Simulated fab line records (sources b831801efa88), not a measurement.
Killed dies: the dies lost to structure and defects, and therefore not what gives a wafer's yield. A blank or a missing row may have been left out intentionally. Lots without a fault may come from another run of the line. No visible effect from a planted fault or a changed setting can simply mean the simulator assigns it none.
A struck lot beside a sound one ; flow sfq_line ; 14 steps out of a route of 325
Sound: the wafers L165.2, L165.3, L165.5. Struck: wafers L171.1, L171.4. (L171.5 of the same lot was not struck and is left out.) The cause comes at the end.
For every step that has rows: the tool of each side, followed by ch and its chambers, followed by its first start. Under that, the readings that differ: sound wafers ; struck wafers ; difference of the means ; sigmas: that difference in standard deviations of wafers without a fault.
alike: a reading whose means differ by less than 2 such deviations, as well as words and numbers matching on both sides. not compared: withheld readings; readings where some wafer has no value; bounds like >300 that might hide an equal value; numbers whose values overlap and for which the record gives no deviation.
The two part at a step that has a row with sigmas, a row that says differs or no value, or rows on one side only. Non-overlapping numbers with no deviation appear without sigmas and do not part them. A reading that every wafer of one side lacks parts them only if that side has two wafers or more.

SFQ_INCOMING_BOW_MEAS_900:
  sound: film_metro-02 at day 2 21:01; struck: film_metro-02 at day 4 03:00
  alike: INCOMING_BOW
then, 1 step without rows for these wafers: SFQ_TRILAYER_INCOMING_OXIDATION_002 (target thk 500 nm, ox time 4939 s).
SFQ_TRILAYER_L0_DEP_SPUTTER_003: material MoNx KI, target thk 40 nm, time 100 s.
  sound: pvd_sputter-05 at day 2 23:29; struck: pvd_sputter-05 at day 4 05:29
  alike: throttle_valve_pct
SFQ_L0_RS_MEAS_901: uses a four-point probe to measure.
  sound: film_metro-03 at day 2 23:35; struck: film_metro-04 at day 4 05:34
  alike: L0_MONX_KI_RS
SFQ_L0_THK_MEAS_902: measures by xrf.
  sound: film_metro-03 at day 2 23:41; struck: film_metro-04 at day 4 05:41
  alike: L0_MONX_KI_THK
then, 6 steps without rows for these wafers: SFQ_TRILAYER_L0_LITHO_COAT_010 (resist thk 62 nm); SFQ_TRILAYER_L0_LITHO_COAT_005 (resist thk 594.7 nm); SFQ_TRILAYER_L0_LITHO_SOFTBAKE_009; SFQ_TRILAYER_L0_LITHO_EXPOSE_006 (exposes mask L0, target cd 2000 nm); SFQ_TRILAYER_L0_LITHO_PEB_008 (peb time 60 s); SFQ_TRILAYER_L0_LITHO_DEVELOP_007 (time 60 s).
-- the record jumps here: 3 days lie between the struck wafers' starts before and after --
SFQ_TRILAYER_L0_BARC_OPEN_METAL_ETCH_010: etches BARC in O2, target depth 125 nm, time 41.7 s.
  sound on rie_metal-01 ch 0,1, day 5 09:19; struck on rie_metal-04 ch 0, day 7 05:57
reading;sound;struck;difference;sigmas
drypump_motor_current_A (A);5.3 6.2 6.2;4.8 4.8;-1.1;-2
oes_product_au (a.u.);0.687 0.685 0.686;1.009 1.002;+0.320;+73
run_length_s (s);70.6 69.8 69.0;45.5 45.7;-24.2;-59
model.KrF_of_TRILAYER_L0_LITHO_COAT_005.thk_nm (nm);520.3 519.8 518.3;550 549.9;+30;
model.etch.depth_nm (nm);61.82 61.88 61.98;52.8 52.42;-9.3;
  not compared: rf_hours_counter_h
SFQ_TRILAYER_L0_ETCH_METAL_ETCH_008: etches MoNx KI in SF6/O2, stops on SiO2, target depth 50 nm, time 25 s.
  sound on rie_metal-01 ch 0,1, day 5 09:22; struck on rie_metal-04 ch 0, day 7 06:01
reading;sound;struck;difference;sigmas
drypump_motor_current_A (A);5.3 6.2 6.2;4.8 4.8;-1.1;-2
model.KrF_of_TRILAYER_L0_LITHO_COAT_005.thk_nm (nm);479 478.3 476.7;508.1 508.2;+30.1;
  alike: oes_product_au, run_length_s
  not compared: rf_hours_counter_h
SFQ_TRILAYER_L0_STRIP_STRIP_009: strips in O2.
  sound on rie_metal-01 ch 0,1, day 5 09:25; struck on rie_metal-04 ch 0, day 7 06:03
reading;sound;struck;difference;sigmas
drypump_motor_current_A (A);5.3 6.2 6.2;4.8 4.8;-1.1;-2
  alike: oes_product_au
  not compared: rf_hours_counter_h

## WHERE THEY PART
Earliest at SFQ_TRILAYER_L0_BARC_OPEN_METAL_ETCH_010; latest, in this record, at SFQ_TRILAYER_L0_STRIP_STRIP_009.

WHY: the cause the simulator had injected
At SFQ_TRILAYER_L0_BARC_OPEN_METAL_ETCH_010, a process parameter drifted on rie_metal-04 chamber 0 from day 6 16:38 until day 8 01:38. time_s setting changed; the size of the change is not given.
